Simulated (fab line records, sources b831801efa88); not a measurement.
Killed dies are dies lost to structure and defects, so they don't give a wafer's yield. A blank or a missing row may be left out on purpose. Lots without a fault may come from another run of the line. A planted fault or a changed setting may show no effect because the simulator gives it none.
Problem report in the 8D (eight disciplines) form, filled by code | flow sky130 | the parts of the form that need people (team, actions taken, sign-off) are left out

1. THE PROBLEM
VIA4_HDPCVD_THK at SKY_VIA4_THK_MEAS_01 reads a mean of 1580 nm on 9 wafers of 3 lots; wafers without a fault read 1763 nm with a standard deviation of 18. That is -10 standard deviations from the usual mean.
First seen on wafer L968.1, day 46 13:39, on film_metro-02. The record holds 33 wafers of 11 lots with a number at this step. Rule for "out", or "out of limits": more than 4 standard deviations from the usual mean. The other wafers with a number count as sound.

2. WHAT IT IS AND WHAT IT IS NOT
question                    | is                           | is not
which readings at this step | VIA4_HDPCVD_THK              | -
which lots                  | L966, L968, L971             | L952, L953, L954, L956, L959, L970, L973, L974
which wafers of those lots  | all that have a number       | -
read on which gauges        | film_metro-02, film_metro-03 | film_metro-04
when                        | from day 46 13:39            | up to then (15 sound wafers); but 9 sound wafers of L970, L973, L974 came after

3. SUSPECTS, AND WHAT RULES EACH OUT
Counting: a tool at a process step up to the reading stays a suspect if it ran every lot that is out and no sound lot after the first of them.
- the gauge at SKY_VIA4_THK_MEAS_01: ruled out. The wafers that are out were read on 2 gauges (film_metro-02, film_metro-03).
- hdpcvd-02 at SKY_VIA4_HDPCVD_00 (deposits SiO2, target thk 1750 nm, time 291.7 s): kept. It ran every lot that is out, first L968 (day 46 13:28), and no sound lot after that; its last sound lot up to then is L959 (day 44 17:08).
Left after counting: hdpcvd-02 at SKY_VIA4_HDPCVD_00.

4. THE CAUSE (what the simulator had put in)
Site profile drift: hdpcvd-02, from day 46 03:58 on, at SKY_VIA4_HDPCVD_00. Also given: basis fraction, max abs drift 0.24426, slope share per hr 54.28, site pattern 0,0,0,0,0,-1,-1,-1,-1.
Counting left only this tool.

5. THE CHAIN OF EFFECTS, in route order
Each row: a reading whose mean over the struck wafers that have a number lies more than 3 standard deviations from the usual. Only readings for which the record gives a usual standard deviation are gone through. hours: the time from each lot's start at the first step in this table that gives one to its start at this step, as a median over the lots. sigmas: the change in usual standard deviations.
hours | step                  | reading              | usual      | on struck wafers | change | sigmas
0     | SKY_VIA4_THK_MEAS_01  | VIA4_HDPCVD_THK      | 1763 nm    | 1580             | -183   | -10
21    | SKY_VIA4_ETCH_12      | oes_product_au       | 0.925 a.u. | 0.748            | -0.177 | -37
80    | SKY_PAD_OPEN_PROBE_99 | defect_limited_yield | 82.5 %     | 70.2             | -12.3  | -6.5
80    | SKY_PAD_OPEN_PROBE_99 | killed_at_M4_up      | 2.9        | 62.3             | +59.4  | +35
80    | SKY_PAD_OPEN_PROBE_99 | killed_dies          | 86         | 147              | +61    | +6.6
80    | SKY_PAD_OPEN_PROBE_99 | killed_on_rim        | 17         | 70               | +53    | +13
80    | SKY_PAD_OPEN_PROBE_99 | sort_bin_3_pad_short | 0.9 %      | 13.1             | +12.2  | +29
80    | SKY_PAD_OPEN_PROBE_99 | sort_n_pass          | 406        | 345              | -61    | -6.6
80    | SKY_PAD_OPEN_PROBE_99 | sort_yield_pct       | 82.5 %     | 70.2             | -12.3  | -6.5
The process steps in it:
- SKY_VIA4_ETCH_12: etches SiO2 in C4F8/O2/Ar, stops on TiN, target depth 580 nm.
- SKY_PAD_OPEN_PROBE_99

6. WHAT WOULD HAVE CAUGHT IT SOONER
In this record the first reading out of limits at a measuring or inspecting step was taken at day 46 13:39, 10 hours after the fault began at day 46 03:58.
Of the tool readings at SKY_VIA4_HDPCVD_00 for which the record gives a usual standard deviation, none was out on any struck wafer, so an alarm limit of 4 standard deviations on them would not have fired.
Of the lots that are out (3), L966, L971 began SKY_VIA4_HDPCVD_00 on hdpcvd-02 after day 46 13:39. A hold on the tool at that time would have spared those 2.
